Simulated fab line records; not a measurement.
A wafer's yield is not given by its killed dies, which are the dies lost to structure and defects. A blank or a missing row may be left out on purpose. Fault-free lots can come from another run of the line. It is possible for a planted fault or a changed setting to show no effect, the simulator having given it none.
Which tool did it? -- flow gf180mcu -- 13 lots with 39 wafers sampled at 4 steps, on a route of 602 steps

WHAT THE GAUGES READ, wafer by wafer
GF_M2_OVL_MEAS_15.
lot,measured,on,M2_OVL (nm)
L202,day 19 01:10,overlay-02,-4 -6 -6
L203,day 19 11:11,overlay-01,-2 12 5
L204,day 19 22:08,overlay-01,18 15 13
L205,day 20 08:55,overlay-02,-2 11 6
L206,day 20 12:46,overlay-02,5 -1 0
L207,day 21 03:02,overlay-02,3 3 6
L209,day 21 22:52,overlay-01,4 3 2
L213,day 23 08:40,overlay-01,4 7 3
L215,day 24 00:34,overlay-02,9 4 -3
L217,day 24 21:49,overlay-01,3 2 4
L222,day 26 07:32,overlay-02,-2 4 -1
L223,day 26 16:43,overlay-01,5 13 3
L225,day 26 22:43,overlay-02,6 1 5

TOOL THAT RAN EACH LOT (tool first, then ch and the chambers of the sampled wafers, then the start)
lot,GF_CONTACT_EXPOSE_11,GF_M1_SPUTTER_00,GF_V1_SPUTTER_22
L202,"krfScanner-02 ch 0, day 15 12:55","pvdSputter-01, day 16 00:43","pvdSputter-04, day 18 00:51"
L203,"krfScanner-02 ch 0, day 15 22:04","pvdSputter-04, day 16 10:28","pvdSputter-03, day 18 10:56"
L204,"krfScanner-02 ch 0, day 16 07:47","pvdSputter-04, day 16 19:58","pvdSputter-02, day 18 21:01"
L205,"krfScanner-01 ch 0, day 16 17:01","pvdSputter-01, day 17 05:50","pvdSputter-03, day 19 07:31"
L206,"krfScanner-01 ch 0, day 16 21:37","pvdSputter-04, day 17 09:58","pvdSputter-03, day 19 11:38"
L207,"krfScanner-02 ch 0, day 17 11:53","pvdSputter-03, day 18 00:24","pvdSputter-04, day 20 02:33"
L209,"krfScanner-02 ch 0, day 18 07:26","pvdSputter-01, day 18 20:29","pvdSputter-02, day 20 22:08"
L213,"krfScanner-02 ch 0, day 19 16:31","pvdSputter-04, day 20 05:30","pvdSputter-04, day 22 08:16"
L215,"krfScanner-02 ch 0, day 20 10:17","pvdSputter-03, day 20 23:04","pvdSputter-03, day 23 00:57"
L217,"krfScanner-02 ch 0, day 21 10:18","pvdSputter-01, day 21 23:02","pvdSputter-02, day 23 22:58"
L222,"krfScanner-01 ch 0, day 22 23:28","pvdSputter-03, day 23 11:32","pvdSputter-04, day 25 09:58"
L223,"krfScanner-01 ch 0, day 23 07:46","pvdSputter-01, day 23 20:44","pvdSputter-02, day 25 19:17"
L225,"krfScanner-01 ch 0, day 23 16:55","pvdSputter-04, day 24 04:47","pvdSputter-03, day 26 01:22"
- GF_CONTACT_EXPOSE_11: exposes mask Contact, target cd 220 nm.
- GF_M1_SPUTTER_00: material Ti, target thk 37.5 nm, time 150 s.
- GF_V1_SPUTTER_22: material TiN, target thk 10 nm, time 40 s.

WHAT THE TOOLS THEMSELVES READ (means of the sampled wafers that have a number; where no wafer has one, the mark that the record gives instead)
GF_CONTACT_EXPOSE_11.
lot,tool,exposureDoseMJCm2
L202,krfScanner-02,37.93
L203,krfScanner-02,37.95
L204,krfScanner-02,37.93
L205,krfScanner-01,37.97
L206,krfScanner-01,38.02
L207,krfScanner-02,37.96
L209,krfScanner-02,37.92
L213,krfScanner-02,37.95
L215,krfScanner-02,37.08
L217,krfScanner-02,37.33
L222,krfScanner-01,37.96
L223,krfScanner-01,37.98
L225,krfScanner-01,37.92

GF_M1_SPUTTER_00.
lot,tool,throttleValvePct (%)
L202,pvdSputter-01,29.9
L203,pvdSputter-04,30.4
L204,pvdSputter-04,29.3
L205,pvdSputter-01,29.4
L206,pvdSputter-04,29.5
L207,pvdSputter-03,30.0
L209,pvdSputter-01,29.6
L213,pvdSputter-04,29.4
L215,pvdSputter-03,29.1
L217,pvdSputter-01,28.2
L222,pvdSputter-03,29.7
L223,pvdSputter-01,28.6
L225,pvdSputter-04,30.0

GF_V1_SPUTTER_22.
lot,tool,throttleValvePct (%)
L202,pvdSputter-04,29.7
L203,pvdSputter-03,29.4
L204,pvdSputter-02,29.8
L205,pvdSputter-03,29.9
L206,pvdSputter-03,30.1
L207,pvdSputter-04,30.0
L209,pvdSputter-02,29.7
L213,pvdSputter-04,29.7
L215,pvdSputter-03,29.4
L217,pvdSputter-02,28.6
L222,pvdSputter-04,29.7
L223,pvdSputter-02,29.5
L225,pvdSputter-03,29.5

THE ANSWER, worked out from the rows above alone
Rule: the usual values come from the lots themselves. Put in order of their means at a reading, lots are off if they are a third of the lots or fewer, leave a main group of 4 or more, and stand apart from it by a gap of 3 or more times the standard deviation of the main group's means; of several such gaps the widest counts. A main group is skipped when, at the precision printed for the reading in the tables above, its means are all equal. Also off: a lot with no number at a reading for which 4 or more lots have one. Any other lot the step has rows for is counted as sound. Order of review: gauges by route order, followed by the tools' own readings, for which a lot's mean as printed above is used. At the first step where some lot is off, the reading lying furthest off is the one used; lots without a number count as furthest.
Off: L215, L217 (GF_CONTACT_EXPOSE_11, exposureDoseMJCm2). Mean 37.95 and standard deviation 0.028 in the main group.
A tool fits if, at that step or a process step before it, it ran every lot that is off, and no sound lot after the first of them. One fits: krfScanner-02 at GF_CONTACT_EXPOSE_11. Its last sound lot is L213 (day 19 16:31), its first lot that is off L215 (day 20 10:17): a fault that began between those two fits.
The tool's own readings at GF_CONTACT_EXPOSE_11 bear it out: on the lots that are off they differ by more than 5 times the standard deviation of the sound lots' means. exposureDoseMJCm2 reads 37.20 there against 37.95 on the sound lots.

WHAT THE SIMULATOR HAD INSERTED
Process parameter drift: krfScanner-02, from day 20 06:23 on, at GF_CONTACT_EXPOSE_11. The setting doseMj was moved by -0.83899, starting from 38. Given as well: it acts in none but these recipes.
Lots struck among those shown: L215, L217. This agrees with what the rule above found.
